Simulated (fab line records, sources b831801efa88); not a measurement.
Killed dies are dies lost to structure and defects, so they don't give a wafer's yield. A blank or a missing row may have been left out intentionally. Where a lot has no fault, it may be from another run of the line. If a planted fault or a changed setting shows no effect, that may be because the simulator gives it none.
Comparing a struck lot with a sound one :: flow sky130 :: 32 steps out of a route of 708
Sound: these wafers, L842.3, L842.4, L842.6. Wafers L855.3, L855.4, L855.6 were the ones struck. At the end, the cause is stated.
Each step with rows lists, per side, the tool, then ch with its chambers, then its first start. Under that, the readings that differ: sound wafers :: struck wafers :: difference of the means :: sigmas: that difference in standard deviations of wafers without a fault.
alike: same words and numbers on both sides, and readings whose means sit less than 2 such deviations apart. not compared: any withheld reading, any reading some wafer has no value for, any bound like >300 that may hide the same value, and any number with overlapping values for which the record gives no deviation.
A row with sigmas, a row that says differs or no value, or rows on one side alone: a step with any of these is where the two part. Numbers that don't overlap but have no deviation are shown without sigmas and don't part them. Lack of a reading on every wafer of one side parts them only where that side has two or more wafers.

SKY_FIELD_ISO_BOW_MEAS_00:
  sound on film metro-01 at day 1 15:02; struck on film metro-01 at day 4 08:02
  alike: INCOMING_BOW
SKY_FIELD_ISO_OXIDATION_01: stabilise 600 s, purge 300 s, target thk 12 nm.
  sound on furnace-02 ch 0, day 1 15:26; struck on furnace-02 ch 0, day 4 09:08
  alike: spike tc bottom C, zone power top pct
SKY_FIELD_ISO_THK_MEAS_02:
  sound on film metro-01 at day 1 16:58; struck on film metro-02 at day 4 10:40
  alike: FIELD_ISO_OXIDATION_00_THK
then, 1 step without rows for these wafers: SKY_FIELD_ISO_CVD_03 (deposits Si3N4 from DCS/NH3, target thk 165 nm, time 2830 s).
SKY_FIELD_ISO_THK_MEAS_04:
  sound on film metro-01 at day 1 19:27; struck on film metro-03 at day 4 12:31
  alike: FIELD_ISO_CVD_03_THK
then, 8 steps without rows for these wafers: SKY_FIELD_ISO_DEHYDRATE_05 (time 60 s); SKY_FIELD_ISO_HMDS_06 (prime time 60 s); SKY_FIELD_ISO_COAT_07 (resist thk 60 nm); SKY_FIELD_ISO_COAT_08 (resist thk 450 nm); SKY_FIELD_ISO_SOFTBAKE_09 (time 90 s); SKY_FIELD_ISO_EXPOSE_10 (exposes mask FOM, target cd 150 nm); SKY_FIELD_ISO_PEB_11; SKY_FIELD_ISO_DEVELOP_12 (develop time 60 s).
SKY_FIELD_ISO_CD_MEAS_13 targets a cd of 150 nm.
  sound on cd sem-01 at day 2 09:42; struck on cd sem-01 at day 5 05:54
reading: cd nm (nm)
sound: 148.5 149.0 147.8
struck: 151.8 152.4 152.3
difference: +3.7
sigmas: +2
SKY_FIELD_ISO_ETCH_14: etches BARC in N2/H2, stops on SiO2, time 45.9 s, target depth 60 nm.
  sound on rie diel-02 ch 0,1,3, day 2 09:47; struck on rie diel-04 ch 0,3, day 5 05:59
  alike: drypump motor current A, oes product au, throttle valve pct
  not compared: rf hours counter h
SKY_FIELD_ISO_ETCH_15: etches the open film in CHF3/O2, stops on Si, target depth 180 nm, time 72 s.
  sound on rie diel-02 ch 0,1,3, day 2 09:49; struck on rie diel-04 ch 0,3, day 5 06:02
  alike: drypump motor current A, oes product au, throttle valve pct
  not compared: rf hours counter h
SKY_FIELD_ISO_STRIP_16: strips in O2/N2.
  sound on plasma asher-03 ch 0,1, day 2 09:55; struck on plasma asher-02 ch 0,1, day 5 06:07
  alike: drypump motor current A, oes product au, strip time to endpoint s
  not compared: rf hours counter h
SKY_FIELD_ISO_ETCH_17: etches Si in HBr/Cl2/O2, target depth 342 nm, time 97.7 s.
  sound on rie si-02 ch 1,3, day 2 09:58; struck on rie si-02 ch 0,1, day 5 06:11
  alike: drypump motor current A, mfc cl2 sccm, oes product au, throttle valve pct
  not compared: rf hours counter h
then, 5 steps without rows for these wafers: SKY_FIELD_ISO_WET_ETCH_18 (etches Si3N4 in H3PO4, target depth 25 nm, time 286 s); SKY_FIELD_ISO_CLEAN_19 (cleans in SC1/SC2, time 150 s); SKY_FIELD_ISO_CLEAN_20 (cleans in dHF, time 20 s); SKY_FIELD_ISO_WET_ETCH_21 (etches SiO2 in dHF, target depth 20 nm, time 400 s); SKY_FIELD_ISO_OXIDATION_22 (stabilise 600 s, purge 300 s, target thk 10 nm).
SKY_FIELD_ISO_THK_MEAS_23:
  sound on film metro-03 at day 2 11:31; struck on film metro-02 at day 5 09:08
  alike: FIELD_ISO_OXIDATION_01_THK
then, 1 step without rows for these wafers: SKY_FIELD_ISO_CVD_24 (deposits SiO2, target thk 595 nm, time 99.2 s).
SKY_FIELD_ISO_THK_MEAS_25:
  sound on film metro-01 at day 2 11:38; struck on film metro-03 at day 5 09:16
  alike: FIELD_ISO_CVD_24_THK
then, 1 step without rows for these wafers: SKY_FIELD_ISO_ANNEAL_26 (time 1800 s).
SKY_FIELD_ISO_CMP_27: polishes, stops on Si3N4, t overpolish 16 s, target thk 457.8 nm.
  sound on cmp-02 ch 0,1,2, day 2 13:11; struck on cmp-01 ch 1,2,3, day 5 12:30
  alike: motor current A, overpolish run s, time to endpoint s
then, 3 steps without rows for these wafers: SKY_FIELD_ISO_WET_ETCH_28 (etches SiO2 in dHF, target depth 23.7 nm, time 47 s); SKY_FIELD_ISO_WET_ETCH_29 (etches Si3N4 in H3PO4, target depth 160 nm, time 1825 s); SKY_FIELD_ISO_WET_ETCH_30 (etches SiO2 in dHF, target depth 25 nm, time 50 s).
-- here the record skips 43 days between the struck wafers' starts before and after, leaving off in module FIELD_ISO and picking up in module PAD_OPEN (first step shown: number 708 of the route) --
SKY_PAD_OPEN_PROBE_99:
  sound on prober-01 at day 45 15:01; struck on prober-02 at day 48 20:38
reading: killed_at_M4_up
sound: 8 6 6
struck: 4 1 1
difference: -5
sigmas: -2

reading: killed at front end
sound: 11 14 15
struck: 117 95 114
difference: +95
sigmas: +22

reading: killed dies
sound: 76 79 89
struck: 166 155 166
difference: +81
sigmas: +9

reading: killed on rim
sound: 16 16 16
struck: 33 27 37
difference: +16
sigmas: +5
  alike: killed_at_M0_to_M3, killed at contacts, killed at other, killed open, killed short

WHERE THEY PART
Earliest at SKY_FIELD_ISO_CD_MEAS_13; latest, in this record, at SKY_PAD_OPEN_PROBE_99.

WHY: what the simulator had put in
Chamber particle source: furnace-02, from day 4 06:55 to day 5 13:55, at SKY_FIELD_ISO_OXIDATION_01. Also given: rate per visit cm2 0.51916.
